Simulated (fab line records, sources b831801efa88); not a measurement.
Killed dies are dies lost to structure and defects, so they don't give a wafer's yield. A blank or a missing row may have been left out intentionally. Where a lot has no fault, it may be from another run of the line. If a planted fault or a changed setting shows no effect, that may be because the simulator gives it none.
fab line records	flow sky130
record: lots: 12	wafers: 36	last_day: 50
route steps=708 shown METAL2@502 VIA2@507 PAD_OPEN@708
lots that met no fault: from a run of the same line without faults
start_h: hours from the record's opening day to when the first of the lot's shown wafers began	wait_h: hours from the lot's prior step to this one	" as in the row above	L1.1+2: several wafers, shown together as one row	- no value, or no start given	* or withheld: withheld	< > ~ a bound
route shown NAME@n: a module of which the file shows steps, and the number in the route of the first	usual: average and standard deviation across the fault-free wafers	same: alike in all rows	chamber/n: place in a boat	sites: the reading at each site	_std_site: how widely they spread, as a standard deviation	_edge_site: the outer-site mean with the inner-site mean subtracted	radius_mm: how far each site lies from the wafer's centre	mask NAME#n: copy n	behind: the tool/chamber that last shaped the wafer	hold: the reason the lot was held/the length of the hold in hours/how it ended	device: transistor that didn't switch, given as n, p or np	end of line: the route-end tests of the same wafers	a step without rows: its recipe alone	killed: not the wafer's yield, but the dies lost to structure and defects at the first sort	map: a wafer's dies, marking killed ones x, the rest . and places with no die _
set.NAME: setting as actually run; set.NAME@STEP: the setting as run at that earlier step	model.NAME: the simulator's own value behind a step, which no gauge read
steps of the route over a sample of lots; a table a step, a row a wafer
services: from which hour (start_h, from the record's first day; less than 0 if before it) a tool's chamber was out of use, for how many hours, and why
== steps ==
step: SKY_METAL2_METAL_ETCH_19
recipe: target_depth_a: 3600	stop_on: SiO2	over_etch_frac: 0.3	time_s: 78	chemistry: Cl2/BCl3	resist_sidewall_deg: 88	pressure_mtorr: 10	icp_w: 900	bias_w: 48.5	Cl2_flow_sccm: 60	bcl3_flow_sccm: 30
usual: drypump_motor_current_A: 6.2/0.34	oes_product_au: 0.854/0.0065	throttle_valve_pct: 22.264/0.0083
lot.wafer	tool	chamber	start_h	wait_h	drypump_motor_current_A	oes_product_au	rf_hours_counter_h	throttle_valve_pct
L443.2	rie_metal-04	1	819.50	0.0	6.6	0.859	16	22.267
L443.5	"	0	"	"	5.7	0.851	-	22.261
L443.6	"	1	"	"	6.6	0.855	-	22.263
L444.1	rie_metal-01	1	830.62	0.0	5.9	0.861	3	22.276
L444.3	"	0	"	"	6.2	0.849	-	22.267
L444.4	"	1	"	"	5.9	0.853	-	22.256
L445.3	rie_metal-02	0	835.76	0.1	6.2	0.853	-	22.282
L445.4	"	0	"	"	6.3	0.853	-	22.262
L445.5	"	0	"	"	6.2	0.850	-	22.250
L446.4	rie_metal-04	0	837.38	0.1	5.7	0.848	-	22.274
L446.5	"	0	"	"	5.7	0.848	-	22.259
L446.6	"	1	"	"	6.5	0.849	-	22.275
L450.2	rie_metal-04	0	880.96	0.0	5.7	0.855	9	22.260
L450.4	"	0	"	"	5.7	0.852	-	22.272
L450.6	"	1	"	"	6.5	0.852	-	22.268
L451.1	rie_metal-04	0	887.87	0.0	5.7	0.860	9	22.260
L451.2	"	1	"	"	6.5	0.864	1	22.262
L451.4	"	1	"	"	6.5	0.862	-	22.260
L456.1	rie_metal-04	1	926.40	0.0	6.5	0.861	2	22.278
L456.2	"	0	"	"	5.7	0.856	11	22.266
L456.4	"	0	"	"	5.7	0.857	-	22.262
L457.1	rie_metal-04	1	931.60	0.1	6.5	0.847	2	22.257
L457.3	"	1	"	"	6.5	0.854	-	22.267
L457.5	"	1	"	"	6.5	0.854	-	22.261
L461.1	rie_metal-04	0	955.00	0.0	5.7	0.854	12	22.265
L461.5	"	0	"	"	5.7	0.851	-	22.264
L461.6	"	1	"	"	6.6	0.850	-	22.264
L462.2	rie_metal-04	0	958.70	0.0	5.7	0.852	12	22.273
L462.4	"	0	"	"	5.7	0.858	-	22.248
L462.6	"	1	"	"	6.6	0.848	-	22.272
L463.3	rie_metal-02	1	964.35	0.1	6.5	0.852	-	22.249
L463.5	"	1	"	"	6.6	0.842	-	22.254
L463.6	"	0	"	"	6.2	0.851	-	22.273
L466.1	rie_metal-01	1	987.36	0.0	5.9	0.843	10	22.271
L466.3	"	1	"	"	5.9	0.863	-	22.264
L466.5	"	0	"	"	6.2	0.857	-	22.256
step: SKY_VIA2_HDPCVD_00
recipe: material: SiO2	target_thk_nm: 1180	sigma_open_frac: 0.3	time_s: 196.7	temp_c: 400	sih4_flow_sccm: 60	pressure_mtorr: 6
lot.wafer	tool	chamber	start_h	wait_h
L443.2+5+6	hdpcvd-02	0,2,1	820.18	0.0
L444.1+3+4	hdpcvd-02	2,0,1	831.30	0.0
L445.3+4+5	hdpcvd-01	0,1,2	836.47	0.0
L446.4+5+6	hdpcvd-01	0,2,1	838.10	0.1
L450.2+4+6	hdpcvd-01	2,1,2	881.68	0.0
L451.1+2+4	hdpcvd-01	0,1,1	888.68	0.0
L456.1+2+4	hdpcvd-02	0,2,0	927.17	0.0
L457.1+3+5	hdpcvd-02	1,2,0	932.41	0.0
L461.1+5+6	hdpcvd-01	1,1,2	955.77	0.0
L462.2+4+6	hdpcvd-01	1,0,1	959.38	0.0
L463.3+5+6	hdpcvd-01	2,2,1	965.01	0.0
L466.1+3+5	hdpcvd-01	0,1,0	988.08	0.0
step: SKY_VIA2_THK_MEAS_01
recipe: reads: SiO2_of_VIA2_HDPCVD_00
usual: VIA2_HDPCVD_THK: 1175/14
lot.wafer	tool	chamber	start_h	wait_h	VIA2_HDPCVD_THK[nm]
L443.2	film_metro-04	-	820.32	0.1	1167
L443.5	"	-	"	"	1155
L443.6	"	-	"	"	1170
L444.1	film_metro-01	-	831.43	0.1	1153
L444.3	"	-	"	"	1191
L444.4	"	-	"	"	1198
L445.3	film_metro-04	-	836.61	0.1	1168
L445.4	"	-	"	"	1163
L445.5	"	-	"	"	1181
L446.4	film_metro-02	-	838.19	0.0	1195
L446.5	"	-	"	"	1193
L446.6	"	-	"	"	1190
L450.2	film_metro-04	-	881.82	0.1	1192
L450.4	"	-	"	"	1171
L450.6	"	-	"	"	1187
L451.1	film_metro-02	-	888.80	0.1	1186
L451.2	"	-	"	"	1179
L451.4	"	-	"	"	1176
L456.1	film_metro-01	-	927.29	0.1	988
L456.2	"	-	"	"	1158
L456.4	"	-	"	"	991
L457.1	film_metro-04	-	932.54	0.1	1188
L457.3	"	-	"	"	1164
L457.5	"	-	"	"	996
L461.1	film_metro-01	-	955.95	0.1	1164
L461.5	"	-	"	"	1156
L461.6	"	-	"	"	1178
L462.2	film_metro-02	-	959.52	0.1	1167
L462.4	"	-	"	"	1154
L462.6	"	-	"	"	1173
L463.3	film_metro-02	-	965.16	0.1	1171
L463.5	"	-	"	"	1176
L463.6	"	-	"	"	1152
L466.1	film_metro-02	-	988.21	0.1	1175
L466.3	"	-	"	"	1171
L466.5	"	-	"	"	1183
step: SKY_VIA2_BOW_MEAS_03
recipe: mode: bow
usual: VIA2_BOW: 85/7.1
lot.wafer	tool	chamber	start_h	wait_h	VIA2_BOW[um]
L443.2	film_metro-02	-	820.69	0.1	96
L443.5	"	-	"	"	84
L443.6	"	-	"	"	83
L444.1	film_metro-01	-	831.79	0.1	97
L444.3	"	-	"	"	84
L444.4	"	-	"	"	89
L445.3	film_metro-01	-	836.99	0.3	83
L445.4	"	-	"	"	87
L445.5	"	-	"	"	82
L446.4	film_metro-04	-	838.58	0.3	102
L446.5	"	-	"	"	91
L446.6	"	-	"	"	91
L450.2	film_metro-02	-	882.19	0.2	83
L450.4	"	-	"	"	81
L450.6	"	-	"	"	85
L451.1	film_metro-04	-	889.16	0.1	85
L451.2	"	-	"	"	83
L451.4	"	-	"	"	88
L456.1	film_metro-04	-	927.65	0.1	90
L456.2	"	-	"	"	92
L456.4	"	-	"	"	79
L457.1	film_metro-01	-	932.90	0.2	82
L457.3	"	-	"	"	77
L457.5	"	-	"	"	86
L461.1	film_metro-01	-	956.31	0.2	90
L461.5	"	-	"	"	80
L461.6	"	-	"	"	80
L462.2	film_metro-01	-	959.89	0.2	86
L462.4	"	-	"	"	93
L462.6	"	-	"	"	85
L463.3	film_metro-01	-	965.54	0.1	76
L463.5	"	-	"	"	69
L463.6	"	-	"	"	81
L466.1	film_metro-02	-	988.57	0.2	90
L466.3	"	-	"	"	87
L466.5	"	-	"	"	72
step: SKY_VIA2_OVL_MEAS_13
usual: VIA2_OVL: 1/5.8
lot.wafer	tool	chamber	start_h	wait_h	VIA2_OVL[nm]
L443.2	overlay-02	-	846.23	0.1	-4
L443.5	"	-	"	"	-5
L443.6	"	-	"	"	1
L444.1	overlay-02	-	858.18	0.1	-1
L444.3	"	-	"	"	-1
L444.4	"	-	"	"	7
L445.3	overlay-01	-	863.04	0.1	-8
L445.4	"	-	"	"	4
L445.5	"	-	"	"	-9
L446.4	overlay-02	-	864.24	0.1	-2
L446.5	"	-	"	"	9
L446.6	"	-	"	"	3
L450.2	overlay-01	-	908.13	0.1	-11
L450.4	"	-	"	"	-1
L450.6	"	-	"	"	-3
L451.1	overlay-01	-	913.63	0.1	-3
L451.2	"	-	"	"	5
L451.4	"	-	"	"	6
L456.1	overlay-02	-	951.88	0.1	8
L456.2	"	-	"	"	-1
L456.4	"	-	"	"	-1
L457.1	overlay-02	-	957.23	0.1	1
L457.3	"	-	"	"	1
L457.5	"	-	"	"	4
L461.1	overlay-01	-	980.87	0.1	0
L461.5	"	-	"	"	1
L461.6	"	-	"	"	-5
L462.2	overlay-01	-	984.18	0.1	1
L462.4	"	-	"	"	1
L462.6	"	-	"	"	-1
L463.3	overlay-02	-	989.78	0.1	-2
L463.5	"	-	"	"	2
L463.6	"	-	"	"	13
L466.1	overlay-02	-	1012.07	0.1	10
L466.3	"	-	"	"	6
L466.5	"	-	"	"	12
step: SKY_VIA2_ETCH_15
recipe: target: SiO2	chemistry: C4F8/O2/Ar	target_depth_nm: 546	stop_on: TiN	mask_material: KrF-thick	source_w: 1500	bias_w: 1200	pressure_mtorr: 40	c4f8_flow_sccm: withheld	O2_flow_sccm: 6	Ar_flow_sccm: 300	time_s: 84
usual: oes_product_au: 0.940/0.0048
lot.wafer	tool	chamber	start_h	wait_h	oes_product_au	rf_hours_counter_h
L443.2	rie_diel-01	1	846.30	0.0	0.943	14
L443.5	"	1	"	"	0.946	-
L443.6	"	0	"	"	0.932	-
L444.1	rie_diel-02	1	858.25	0.0	0.946	14
L444.3	"	2	"	"	0.939	7
L444.4	"	3	"	"	0.940	19
L445.3	rie_diel-01	3	863.11	0.0	0.937	17
L445.4	"	0	"	"	0.943	-
L445.5	"	3	"	"	0.942	-
L446.4	rie_diel-02	1	864.30	0.0	0.946	14
L446.5	"	0	"	"	0.940	-
L446.6	"	3	"	"	0.939	-
L450.2	rie_diel-01	0	908.20	0.0	0.939	11
L450.4	"	3	"	"	0.943	19
L450.6	"	2	"	"	0.945	-
L451.1	rie_diel-04	3	913.71	0.0	0.939	20
L451.2	"	0	"	"	0.939	14
L451.4	"	1	"	"	0.940	6
L456.1	rie_diel-04	2	951.96	0.0	0.738	15
L456.2	"	3	"	"	0.940	21
L456.4	"	0	"	"	0.751	-
L457.1	rie_diel-01	2	957.31	0.0	0.945	3
L457.3	"	3	"	"	0.939	21
L457.5	"	1	"	"	0.738	-
L461.1	rie_diel-01	3	980.95	0.0	0.934	21
L461.5	"	1	"	"	0.947	-
L461.6	"	0	"	"	0.940	-
L462.2	rie_diel-01	0	984.25	0.0	0.941	13
L462.4	"	3	"	"	0.940	22
L462.6	"	3	"	"	0.950	-
L463.3	rie_diel-01	3	989.85	0.0	0.940	22
L463.5	"	3	"	"	0.934	-
L463.6	"	2	"	"	0.942	-
L466.1	rie_diel-04	1	1012.15	0.0	0.934	8
L466.3	"	3	"	"	0.934	23
L466.5	"	2	"	"	0.934	-
step: SKY_PAD_OPEN_PROBE_99
usual: defect_limited_yield: 82.6/1.9	killed_at_M0_to_M3: 42/7.1	killed_at_M4_up: 3.3/1.9	killed_at_contacts: 24/5	killed_at_front_end: 15/4.7	killed_at_other: 0.3/0.61	killed_dies: 86/9.6	killed_on_rim: 17/3.8	killed_open: 47/7.5	killed_short: 38/6.6
same: gross_dies: 492	killed_at_back_side: 0
lot.wafer	tool	chamber	start_h	wait_h	defect_limited_yield[%]	killed_at_M0_to_M3	killed_at_M4_up	killed_at_contacts	killed_at_front_end	killed_at_other	killed_dies	killed_on_rim	killed_open	killed_short
L445.3	prober-02	-	1087.45	0.2	83.7	49	3	19	8	1	80	14	35	45
L445.4	prober-02	-	1087.50	0.2	82.7	49	6	20	10	0	85	16	46	39
L445.5	prober-02	-	1087.55	0.2	84.8	38	2	26	8	1	75	16	47	27
L450.2	prober-02	-	1124.39	0.1	83.1	42	2	19	20	0	83	17	39	44
L450.4	prober-02	-	1124.49	0.2	82.5	46	0	27	13	0	86	15	57	28
L450.6	prober-02	-	1124.59	0.2	82.1	40	1	30	17	0	88	17	49	39
L456.1	prober-01	-	1157.05	0.1	72.6	99	7	14	15	0	135	66	47	25
L456.2	prober-01	-	1157.10	0.1	85.2	37	3	18	15	0	73	17	38	34
L456.4	prober-01	-	1157.20	0.2	70.1	103	3	21	20	0	147	74	41	35
L457.1	prober-02	-	1162.57	0.1	80.7	38	4	38	15	0	95	22	57	38
L457.3	prober-02	-	1162.67	0.2	80.5	38	1	34	23	0	96	24	61	34
L457.5	prober-02	-	1162.77	0.2	66.5	119	3	27	15	1	165	74	57	44
L461.1	prober-02	-	1179.25	0.1	82.9	35	0	28	21	0	84	15	51	33
L461.5	prober-02	-	1179.45	0.2	82.5	40	5	25	16	0	86	23	49	37
L461.6	prober-02	-	1179.50	0.2	83.5	33	3	26	19	0	81	10	43	38
L462.2	prober-01	-	1181.29	0.1	82.5	51	1	22	12	0	86	16	41	45
L462.4	prober-01	-	1181.39	0.2	80.3	47	4	28	17	1	97	18	55	41
L462.6	prober-01	-	1181.49	0.2	81.1	46	2	25	20	0	93	19	49	44
L463.3	prober-02	-	1184.52	0.2	84.8	40	1	22	12	0	75	10	45	30
L463.5	prober-02	-	1184.62	0.2	84.6	36	2	20	18	0	76	17	36	37
L463.6	prober-02	-	1184.67	0.2	86.4	39	3	18	7	0	67	8	39	27
killed by level:class
L445.3 METAL2:geometric_particle:short=10 METAL1:geometric_particle:short=8 VIA2:geometric_particle:open=8 CONTACT:geometric_particle:open=7 VIA1:geometric_particle:open=6 LI_CONTACT:geometric_particle:open=5 VIA1:geometric_particle:short=5 LI_CONTACT:geometric_particle:short=3
L445.4 CONTACT:geometric_particle:open=9 METAL2:geometric_particle:short=9 VIA2:geometric_particle:open=8 VIA1:geometric_particle:open=6 VIA1:geometric_particle:short=5 VIA3:geometric_particle:open=5 VIA3:geometric_particle:short=5 POLY_GATE:geometric_particle:open=4
L445.5 CONTACT:geometric_particle:open=13 VIA2:geometric_particle:open=7 VIA3:geometric_particle:open=7 CONTACT:geometric_particle:short=6 LI_CONTACT:geometric_particle:open=5 VIA1:geometric_particle:short=5 VIA1:geometric_particle:open=5 METAL2:geometric_particle:short=3
L450.2 METAL1:geometric_particle:short=9 FIELD_ISO:geometric_particle:open=6 VIA1:geometric_particle:open=6 VIA2:geometric_particle:open=6 VIA3:geometric_particle:open=6 CONTACT:geometric_particle:open=5 METAL2:geometric_particle:short=5 FIELD_ISO:geometric_particle:short=4
L450.4 VIA1:geometric_particle:open=12 CONTACT:geometric_particle:open=12 LI_CONTACT:geometric_particle:open=9 VIA2:geometric_particle:open=9 METAL2:geometric_particle:short=5 POLY_GATE:geometric_particle:open=4 METAL1:geometric_particle:short=4 FIELD_ISO:geometric_particle:short=3
L450.6 CONTACT:geometric_particle:short=8 CONTACT:geometric_particle:open=8 VIA3:geometric_particle:open=8 FIELD_ISO:geometric_particle:open=7 METAL1:geometric_particle:short=7 LI_CONTACT:geometric_particle:open=6 VIA1:geometric_particle:open=5 VIA2:geometric_particle:open=5
L456.1 VIA2:area_hdpcvd=61 VIA1:geometric_particle:open=13 VIA2:geometric_particle:open=9 LI_CONTACT:geometric_particle:open=7 FIELD_ISO:geometric_particle:short=5 FIELD_ISO:geometric_particle:open=4 POLY_GATE:geometric_particle:open=4 METAL4:geometric_particle:short=3
L456.2 METAL1:geometric_particle:short=9 LI_CONTACT:geometric_particle:open=8 VIA1:geometric_particle:open=8 VIA2:geometric_particle:open=7 CONTACT:geometric_particle:open=5 FIELD_ISO:geometric_particle:short=4 POLY_GATE:geometric_particle:open=4 FIELD_ISO:geometric_particle:open=3
L456.4 VIA2:area_hdpcvd=70 LI_CONTACT:geometric_particle:open=10 FIELD_ISO:geometric_particle:short=7 VIA2:geometric_particle:open=7 VIA1:geometric_particle:open=6 FIELD_ISO:geometric_particle:open=5 LI_CONTACT:geometric_particle:short=5 METAL1:geometric_particle:short=4
L457.1 CONTACT:geometric_particle:open=16 LI_CONTACT:geometric_particle:open=10 VIA1:geometric_particle:open=10 CONTACT:geometric_particle:short=6 VIA3:geometric_particle:open=6 METAL1:geometric_particle:short=5 METAL2:geometric_particle:short=4 VIA2:geometric_particle:open=4
L457.3 CONTACT:geometric_particle:open=14 VIA1:geometric_particle:open=12 LI_CONTACT:geometric_particle:open=9 LI_CONTACT:geometric_particle:short=7 FIELD_ISO:geometric_particle:open=6 POLY_GATE:geometric_particle:short=6 VIA2:geometric_particle:open=6 POLY_GATE:geometric_particle:open=5
L457.5 VIA2:area_hdpcvd=64 VIA1:geometric_particle:open=16 LI_CONTACT:geometric_particle:open=10 METAL2:geometric_particle:short=8 FIELD_ISO:geometric_particle:short=7 CONTACT:geometric_particle:open=7 VIA3:geometric_particle:open=7 VIA2:geometric_particle:open=6
L461.1 CONTACT:geometric_particle:open=10 VIA1:geometric_particle:open=8 LI_CONTACT:geometric_particle:open=8 POLY_GATE:geometric_particle:open=7 VIA3:geometric_particle:open=7 METAL2:geometric_particle:short=5 FIELD_ISO:geometric_particle:open=4 LOCAL_INTERCONNECT:geometric_particle:short=4
L461.5 VIA1:geometric_particle:open=10 CONTACT:geometric_particle:open=9 VIA1:geometric_particle:short=7 LI_CONTACT:geometric_particle:open=6 VIA3:geometric_particle:open=6 METAL2:geometric_particle:short=4 VIA2:geometric_particle:short=4 FIELD_ISO:geometric_particle:open=3
L461.6 LI_CONTACT:geometric_particle:open=9 CONTACT:geometric_particle:open=8 METAL2:geometric_particle:short=7 VIA3:geometric_particle:open=7 VIA1:geometric_particle:open=6 FIELD_ISO:geometric_particle:short=5 FIELD_ISO:geometric_particle:open=4 CONTACT:geometric_particle:short=4
L462.2 LI_CONTACT:geometric_particle:open=8 METAL1:geometric_particle:short=8 VIA1:geometric_particle:short=8 VIA1:geometric_particle:open=7 CONTACT:geometric_particle:open=5 VIA2:geometric_particle:short=5 LI_CONTACT:geometric_particle:short=5 METAL2:geometric_particle:short=5
L462.4 CONTACT:geometric_particle:open=14 VIA1:geometric_particle:open=11 VIA2:geometric_particle:open=9 FIELD_ISO:geometric_particle:short=8 VIA3:geometric_particle:open=8 METAL1:geometric_particle:short=6 METAL2:geometric_particle:short=6 LI_CONTACT:geometric_particle:open=5
L462.6 CONTACT:geometric_particle:open=12 VIA1:geometric_particle:open=9 VIA2:geometric_particle:open=8 METAL2:geometric_particle:short=7 FIELD_ISO:geometric_particle:open=5 VIA3:geometric_particle:open=5 CONTACT:geometric_particle:short=5 VIA1:geometric_particle:short=5
L463.3 VIA3:geometric_particle:open=9 LI_CONTACT:geometric_particle:open=7 FIELD_ISO:geometric_particle:open=6 VIA2:geometric_particle:open=6 VIA1:geometric_particle:open=6 CONTACT:geometric_particle:open=5 METAL1:geometric_particle:short=5 METAL3:geometric_particle:short=5
L463.5 METAL2:geometric_particle:short=7 LI_CONTACT:geometric_particle:open=7 CONTACT:geometric_particle:open=7 VIA1:geometric_particle:short=7 FIELD_ISO:geometric_particle:short=5 VIA3:geometric_particle:open=5 POLY_GATE:geometric_particle:short=4 VIA1:geometric_particle:open=4
L463.6 CONTACT:geometric_particle:open=7 VIA2:geometric_particle:open=7 VIA3:geometric_particle:open=6 VIA1:geometric_particle:open=6 METAL1:geometric_particle:short=5 LI_CONTACT:geometric_particle:open=5 LOCAL_INTERCONNECT:geometric_particle:short=3 VIA3:geometric_particle:short=3
== services ==
tool	chamber	start_h	hours	kind
rie_diel-04	-	806.80	11.1	repair
rie_diel-02	0	833.33	2.4	repair
hdpcvd-02	0	841.36	6.1	repair
rie_diel-01	2	847.42	-	clean
rie_diel-01	2	847.42	15.9	scheduled_down
rie_diel-01	2	847.42	15.9	vent_cycle
rie_metal-04	1	849.49	-	clean
rie_metal-04	1	849.49	27.0	scheduled_down
rie_metal-04	1	849.49	27.0	vent_cycle
rie_metal-04	-	884.57	1.2	repair
hdpcvd-02	-	888.40	14.6	pm
rie_diel-04	-	905.36	1.4	repair
rie_diel-02	0	907.76	5.6	repair
hdpcvd-01	-	910.89	6.1	repair
rie_diel-02	-	915.07	0.7	repair
rie_metal-02	-	918.40	0.3	repair
hdpcvd-01	2	928.99	5.0	repair
rie_metal-04	0	929.84	6.6	repair
rie_diel-04	1	946.62	46.5	repair
hdpcvd-02	-	950.25	15.0	pm
hdpcvd-02	0	950.25	15.0	vent_cycle
hdpcvd-02	1	950.25	15.0	vent_cycle
rie_metal-02	-	965.69	2.8	pm
rie_diel-02	-	990.58	3.1	repair
== key ==
first_sign: step: SKY_VIA2_THK_MEAS_01	reading: VIA2_HDPCVD_THK	direction: down	sigmas: 13	usual: 1175	struck: 992
effect: step: SKY_VIA2_ETCH_15	reading: oes_product_au	direction: down	sigmas: 41	usual: 0.940	struck: 0.742
effect: step: SKY_PAD_OPEN_PROBE_99	reading: killed_at_M0_to_M3	direction: up	sigmas: 9.1	usual: 42	struck: 107
more_kills_born_at: SKY_VIA2_HDPCVD_00@hdpcvd-02: 195
met_at SKY_VIA2_HDPCVD_00
struck_lots L456,L457
struck_wafers L456.1,L456.4,L457.5
not_acting_at SKY_METAL2_METAL_ETCH_19,SKY_VIA2_BOW_MEAS_03,SKY_VIA2_OVL_MEAS_13
onset_between 831.30 927.17
fault: kind: site_profile_drift	tool: hdpcvd-02	chamber: 0	onset_h: 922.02	steps: SKY_VIA2_HDPCVD_00	basis: fraction	max_abs_drift: 0.32411	slope_share_per_hr: 72.025	site_pattern: 0,0,0,0,0,-1,-1,-1,-1
